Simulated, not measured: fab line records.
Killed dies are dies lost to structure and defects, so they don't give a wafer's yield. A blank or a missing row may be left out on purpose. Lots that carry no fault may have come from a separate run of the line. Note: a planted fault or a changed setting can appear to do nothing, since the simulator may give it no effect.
Code-filled problem report in 8D (eight disciplines) form ; flow gf180mcu ; the parts of the form that need people (team, actions taken, sign-off) are left out

## 1. WHAT WENT WRONG
Mean of heaterPowerTotalW at GF_V5_PEB_12: 88.28 W across 6 wafers in 2 lots; on wafers with no fault it is 85.69 W (standard deviation 0.078). Relative to the usual mean, that is a shift of +33 standard deviations.
The step: peb time 90 s.
Seen first at day 30 09:57 on lithoTrack-01, wafer L637.2. The record holds 42 wafers of 14 lots with a number at this step. The rule behind "out" and "out of limits": a value lying over 4 standard deviations away from the usual mean. The rest of the wafers with a number are treated as sound.

## 2. WHAT IT IS AND WHAT IT IS NOT
question;is;is not
which readings at this step;heaterPowerTotalW;-
which lots;L637, L638;L627, L628, L629, L639, L641, L643, L644, L645, L646, L647, L648, L650
which wafers of those lots;all that have a number;-
read on which tools;lithoTrack-01;lithoTrack-02, lithoTrack-03
when;from day 30 09:57;"up to then (9 sound wafers); but 27 sound wafers of L639, L641, L643, L644, L645, L646, L647, L648, L650 came after"

## 3. WHAT RULES OUT EACH SUSPECT
Counting: a tool at any process step up to the reading remains a suspect when it ran all the lots that are out and ran no sound lot after the first of those.
- lithoTrack-01 at GF_V5_PEB_12 (peb time 90 s): kept. All lots that are out passed through it, beginning with L637 at day 30 09:57, and no sound lot followed; its final sound lot before that point was L629 at day 28 00:50. Its own heaterPowerTotalW readings are out on those wafers.
The count leaves lithoTrack-01 at GF_V5_PEB_12.

## 4. THE CAUSE (what the simulator had put in)
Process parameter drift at GF_V5_PEB_12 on lithoTrack-01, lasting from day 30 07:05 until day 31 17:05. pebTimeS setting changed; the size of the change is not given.
After counting, this tool was the only one left.

## 5. SEQUENCE OF EFFECTS, ordered by route
One row per reading whose mean, taken over the struck wafers that have a number, lies over 3 standard deviations from the usual. Only readings whose record carries a usual standard deviation are examined. hours: median over the lots of the time between each lot's start at the first step of this table that gives one and its start at this step. sigmas: the change, counted in usual standard deviations.
hours;step;reading;usual;on struck wafers;change;sigmas
0;GF_V5_PEB_12;heaterPowerTotalW;85.69 W;88.28;+2.59;+33
Its process steps:
- GF_V5_PEB_12: peb time 90 s.

## 6. WHAT WOULD HAVE CAUGHT IT SOONER
In this record the first reading out of limits was taken at day 30 09:57, 3 hours after the fault began at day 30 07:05.
